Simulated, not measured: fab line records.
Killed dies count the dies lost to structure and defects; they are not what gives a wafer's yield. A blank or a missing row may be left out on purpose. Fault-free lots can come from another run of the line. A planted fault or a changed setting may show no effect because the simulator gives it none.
Which of the tools did it? || flow sky130 || 12 lots with 36 wafers sampled at 5 steps, on a route of 708 steps

WHAT EACH GAUGE READ, for each wafer
SKY_NWELL_TW_MEAS_15. Usual: NWELL_TW typically reads 1844, with standard deviation 8.7.
{"lot": "L993", "measured": "day 4 13:58", "on": "film-metro-01", "NWELL_TW": "1836 1837 1837", "flag": ""}
{"lot": "L994", "measured": "day 5 01:29", "on": "film-metro-03", "NWELL_TW": "1847 1834 1832", "flag": ""}
{"lot": "L997", "measured": "day 5 14:23", "on": "film-metro-03", "NWELL_TW": "1837 1826 1831", "flag": ""}
{"lot": "L998", "measured": "day 5 22:46", "on": "film-metro-02", "NWELL_TW": "1841 1853 1851", "flag": ""}
{"lot": "L999", "measured": "day 6 04:13", "on": "film-metro-02", "NWELL_TW": "1866 1841 1855", "flag": ""}
{"lot": "L102", "measured": "day 7 01:18", "on": "film-metro-03", "NWELL_TW": "1847 1837 1851", "flag": ""}
{"lot": "L103", "measured": "day 7 03:11", "on": "film-metro-01", "NWELL_TW": "1836 1839 1832", "flag": ""}
{"lot": "L104", "measured": "day 7 07:26", "on": "film-metro-02", "NWELL_TW": "1840 1849 1856", "flag": ""}
{"lot": "L112", "measured": "day 9 03:49", "on": "film-metro-01", "NWELL_TW": "1859 1849 1847", "flag": ""}
{"lot": "L113", "measured": "day 9 08:11", "on": "film-metro-03", "NWELL_TW": "1855 1855 1850", "flag": ""}
{"lot": "L115", "measured": "day 9 21:50", "on": "film-metro-01", "NWELL_TW": "1847 1858 1850", "flag": ""}
{"lot": "L116", "measured": "day 10 06:10", "on": "film-metro-02", "NWELL_TW": "1846 1838 1851", "flag": ""}

SKY_LDD_N_TW_MEAS_17. Usual: LDD_N_TW typically reads 2612, with standard deviation 15.
{"lot": "L993", "measured": "day 17 07:02", "on": "film-metro-01", "LDD_N_TW": "2607 2601 2605", "flag": ""}
{"lot": "L994", "measured": "day 18 05:41", "on": "film-metro-01", "LDD_N_TW": "2614 2603 2606", "flag": ""}
{"lot": "L997", "measured": "day 19 03:22", "on": "film-metro-04", "LDD_N_TW": "2602 2604 2624", "flag": ""}
{"lot": "L998", "measured": "day 19 18:43", "on": "film-metro-04", "LDD_N_TW": "2716 2724 2728", "flag": "OFF"}
{"lot": "L999", "measured": "day 20 19:26", "on": "film-metro-04", "LDD_N_TW": "2750 2735 2748", "flag": "OFF"}
{"lot": "L102", "measured": "day 21 07:08", "on": "film-metro-01", "LDD_N_TW": "2607 2627 2616", "flag": ""}
{"lot": "L103", "measured": "day 21 17:59", "on": "film-metro-04", "LDD_N_TW": "2637 2628 2633", "flag": ""}
{"lot": "L104", "measured": "day 21 22:56", "on": "film-metro-04", "LDD_N_TW": "2737 2726 2748", "flag": "OFF"}
{"lot": "L112", "measured": "day 24 10:43", "on": "film-metro-01", "LDD_N_TW": "2593 2606 2600", "flag": ""}
{"lot": "L113", "measured": "day 24 16:38", "on": "film-metro-04", "LDD_N_TW": "2614 2616 2619", "flag": ""}
{"lot": "L115", "measured": "day 25 11:49", "on": "film-metro-02", "LDD_N_TW": "2600 2603 2610", "flag": ""}
{"lot": "L116", "measured": "day 27 02:18", "on": "film-metro-04", "LDD_N_TW": "2628 2628 2630", "flag": ""}

SKY_LDD_LDN_OVL_MEAS_07. Usual: LDD_LDN_OVL typically reads 0.3 nm, with standard deviation 1.3.
{"lot": "L993", "measured": "day 22 05:43", "on": "overlay-01", "LDD_LDN_OVL (nm)": "-0.3 1.3 1.1", "flag": ""}
{"lot": "L994", "measured": "day 23 06:02", "on": "overlay-01", "LDD_LDN_OVL (nm)": "0.5 0.7 0.1", "flag": ""}
{"lot": "L997", "measured": "day 24 02:58", "on": "overlay-01", "LDD_LDN_OVL (nm)": "-0.4 -1.0 -0.5", "flag": ""}
{"lot": "L998", "measured": "day 24 17:30", "on": "overlay-02", "LDD_LDN_OVL (nm)": "1.3 2.6 1.7", "flag": ""}
{"lot": "L999", "measured": "day 25 17:34", "on": "overlay-02", "LDD_LDN_OVL (nm)": "-1.3 2.1 0.7", "flag": ""}
{"lot": "L102", "measured": "day 26 05:37", "on": "overlay-01", "LDD_LDN_OVL (nm)": "-0.4 -2.5 -1.8", "flag": ""}
{"lot": "L103", "measured": "day 26 16:01", "on": "overlay-02", "LDD_LDN_OVL (nm)": "-0.9 0.1 -0.1", "flag": ""}
{"lot": "L104", "measured": "day 26 19:39", "on": "overlay-01", "LDD_LDN_OVL (nm)": "0.9 1.7 1.0", "flag": ""}
{"lot": "L112", "measured": "day 29 08:36", "on": "overlay-01", "LDD_LDN_OVL (nm)": "1.7 -1.7 -0.6", "flag": ""}
{"lot": "L113", "measured": "day 29 14:20", "on": "overlay-01", "LDD_LDN_OVL (nm)": "1.6 -0.2 1.9", "flag": ""}
{"lot": "L115", "measured": "day 30 07:14", "on": "overlay-01", "LDD_LDN_OVL (nm)": "-0.5 0.3 0.1", "flag": ""}
{"lot": "L116", "measured": "day 31 19:43", "on": "overlay-02", "LDD_LDN_OVL (nm)": "1.7 0.7 1.3", "flag": ""}

EACH LOT AND THE TOOL THAT RAN IT (in order: tool; ch and the chambers of the sampled wafers; start)
{"lot": "L993", "SKY_LDD_N_IMPLANT_09": "implanter-01 ch 0, day 17 05:54", "SKY_LDD_N_STRIP_16": "plasma-asher-03 ch 0,1, day 17 06:55"}
{"lot": "L994", "SKY_LDD_N_IMPLANT_09": "implanter-01 ch 0, day 18 04:32", "SKY_LDD_N_STRIP_16": "plasma-asher-01 ch 0,1, day 18 05:35"}
{"lot": "L997", "SKY_LDD_N_IMPLANT_09": "implanter-04 ch 0, day 19 02:13", "SKY_LDD_N_STRIP_16": "plasma-asher-02 ch 0,1, day 19 03:16"}
{"lot": "L998", "SKY_LDD_N_IMPLANT_09": "implanter-04 ch 0, day 19 17:14", "SKY_LDD_N_STRIP_16": "plasma-asher-02 ch 0,1, day 19 18:37"}
{"lot": "L999", "SKY_LDD_N_IMPLANT_09": "implanter-01 ch 0, day 20 17:58", "SKY_LDD_N_STRIP_16": "plasma-asher-02 ch 0,1, day 20 19:19"}
{"lot": "L102", "SKY_LDD_N_IMPLANT_09": "implanter-04 ch 0, day 21 06:00", "SKY_LDD_N_STRIP_16": "plasma-asher-01 ch 0,1, day 21 07:01"}
{"lot": "L103", "SKY_LDD_N_IMPLANT_09": "implanter-04 ch 0, day 21 16:51", "SKY_LDD_N_STRIP_16": "plasma-asher-03 ch 0,1, day 21 17:52"}
{"lot": "L104", "SKY_LDD_N_IMPLANT_09": "implanter-04 ch 0, day 21 21:18", "SKY_LDD_N_STRIP_16": "plasma-asher-02 ch 0,1, day 21 22:50"}
{"lot": "L112", "SKY_LDD_N_IMPLANT_09": "implanter-04 ch 0, day 24 09:34", "SKY_LDD_N_STRIP_16": "plasma-asher-03 ch 0,1, day 24 10:37"}
{"lot": "L113", "SKY_LDD_N_IMPLANT_09": "implanter-01 ch 0, day 24 15:29", "SKY_LDD_N_STRIP_16": "plasma-asher-03 ch 0, day 24 16:32"}
{"lot": "L115", "SKY_LDD_N_IMPLANT_09": "implanter-03 ch 0, day 25 10:40", "SKY_LDD_N_STRIP_16": "plasma-asher-01 ch 0,1, day 25 11:43"}
{"lot": "L116", "SKY_LDD_N_IMPLANT_09": "implanter-04 ch 0, day 27 01:10", "SKY_LDD_N_STRIP_16": "plasma-asher-02 ch 0,1, day 27 02:11"}
- SKY_LDD_N_IMPLANT_09
- SKY_LDD_N_STRIP_16: strips in O2/N2.

WHAT THE TOOLS THEMSELVES READ (means of the sampled wafers that have a number; where no wafer has one, the mark that the record gives instead)
SKY_LDD_N_IMPLANT_09. Usual: rotation-deg 113.00 degrees, standard deviation 0.024.
{"lot": "L993", "tool": "implanter-01", "rotation-deg (degrees)": 113.01, "flag": ""}
{"lot": "L994", "tool": "implanter-01", "rotation-deg (degrees)": 113.00, "flag": ""}
{"lot": "L997", "tool": "implanter-04", "rotation-deg (degrees)": 113.00, "flag": ""}
{"lot": "L998", "tool": "implanter-04", "rotation-deg (degrees)": 112.98, "flag": ""}
{"lot": "L999", "tool": "implanter-01", "rotation-deg (degrees)": 112.98, "flag": ""}
{"lot": "L102", "tool": "implanter-04", "rotation-deg (degrees)": 113.03, "flag": ""}
{"lot": "L103", "tool": "implanter-04", "rotation-deg (degrees)": 113.00, "flag": ""}
{"lot": "L104", "tool": "implanter-04", "rotation-deg (degrees)": 113.00, "flag": ""}
{"lot": "L112", "tool": "implanter-04", "rotation-deg (degrees)": 113.01, "flag": ""}
{"lot": "L113", "tool": "implanter-01", "rotation-deg (degrees)": 113.01, "flag": ""}
{"lot": "L115", "tool": "implanter-03", "rotation-deg (degrees)": 113.02, "flag": ""}
{"lot": "L116", "tool": "implanter-04", "rotation-deg (degrees)": 113.01, "flag": ""}

SKY_LDD_N_STRIP_16. Usual: drypump-motor-current-A 6.0 A, standard deviation 0.31; oes-product-au 0.406 a.u., standard deviation 0.0046; strip-time-to-endpoint-s 4.314 s, standard deviation 0.014.
{"lot": "L993", "tool": "plasma-asher-03", "drypump-motor-current-A (A)": 6.1, "oes-product-au (a.u.)": 0.407, "strip-time-to-endpoint-s (s)": 4.314, "flag": ""}
{"lot": "L994", "tool": "plasma-asher-01", "drypump-motor-current-A (A)": 5.8, "oes-product-au (a.u.)": 0.401, "strip-time-to-endpoint-s (s)": 4.323, "flag": ""}
{"lot": "L997", "tool": "plasma-asher-02", "drypump-motor-current-A (A)": 6.1, "oes-product-au (a.u.)": 0.407, "strip-time-to-endpoint-s (s)": 4.297, "flag": ""}
{"lot": "L998", "tool": "plasma-asher-02", "drypump-motor-current-A (A)": 6.1, "oes-product-au (a.u.)": 0.405, "strip-time-to-endpoint-s (s)": 4.526, "flag": "OFF"}
{"lot": "L999", "tool": "plasma-asher-02", "drypump-motor-current-A (A)": 6.2, "oes-product-au (a.u.)": 0.408, "strip-time-to-endpoint-s (s)": 4.518, "flag": "OFF"}
{"lot": "L102", "tool": "plasma-asher-01", "drypump-motor-current-A (A)": 6.0, "oes-product-au (a.u.)": 0.406, "strip-time-to-endpoint-s (s)": 4.319, "flag": ""}
{"lot": "L103", "tool": "plasma-asher-03", "drypump-motor-current-A (A)": 6.1, "oes-product-au (a.u.)": 0.407, "strip-time-to-endpoint-s (s)": 4.325, "flag": ""}
{"lot": "L104", "tool": "plasma-asher-02", "drypump-motor-current-A (A)": 6.2, "oes-product-au (a.u.)": 0.405, "strip-time-to-endpoint-s (s)": 4.522, "flag": "OFF"}
{"lot": "L112", "tool": "plasma-asher-03", "drypump-motor-current-A (A)": 5.8, "oes-product-au (a.u.)": 0.407, "strip-time-to-endpoint-s (s)": 4.299, "flag": ""}
{"lot": "L113", "tool": "plasma-asher-03", "drypump-motor-current-A (A)": 6.3, "oes-product-au (a.u.)": 0.398, "strip-time-to-endpoint-s (s)": 4.304, "flag": ""}
{"lot": "L115", "tool": "plasma-asher-01", "drypump-motor-current-A (A)": 5.8, "oes-product-au (a.u.)": 0.401, "strip-time-to-endpoint-s (s)": 4.316, "flag": ""}
{"lot": "L116", "tool": "plasma-asher-02", "drypump-motor-current-A (A)": 6.1, "oes-product-au (a.u.)": 0.403, "strip-time-to-endpoint-s (s)": 4.317, "flag": ""}

THE ANSWER, worked out from the rows above alone
Rule: take the mean of a lot's wafers that have a number; if it is more than 3 standard deviations from the usual mean, the lot is off. Also off: a lot with no number at a reading for which 4 or more lots have one. Any other lot the step has rows for is counted as sound. First the gauges in route order, then the tools' own readings, where a lot's mean is used as printed above. The first step at which some lot is off is used, and at that step the reading that is off furthest; a lot without a number counts as furthest.
Off: L998, L999, L104, seen at SKY_LDD_N_TW_MEAS_17 (LDD_N_TW).
If a tool, at a process step before that reading, ran all the lots that are off and no sound lot after the first of them, it fits. The gauges at SKY_LDD_N_TW_MEAS_17 aren't tried: what is off there is off at SKY_LDD_N_STRIP_16 too, on other tools, and a gauge's error can't cause that. None of those tried fits.

WHAT HAD BEEN PUT IN BY THE SIMULATOR
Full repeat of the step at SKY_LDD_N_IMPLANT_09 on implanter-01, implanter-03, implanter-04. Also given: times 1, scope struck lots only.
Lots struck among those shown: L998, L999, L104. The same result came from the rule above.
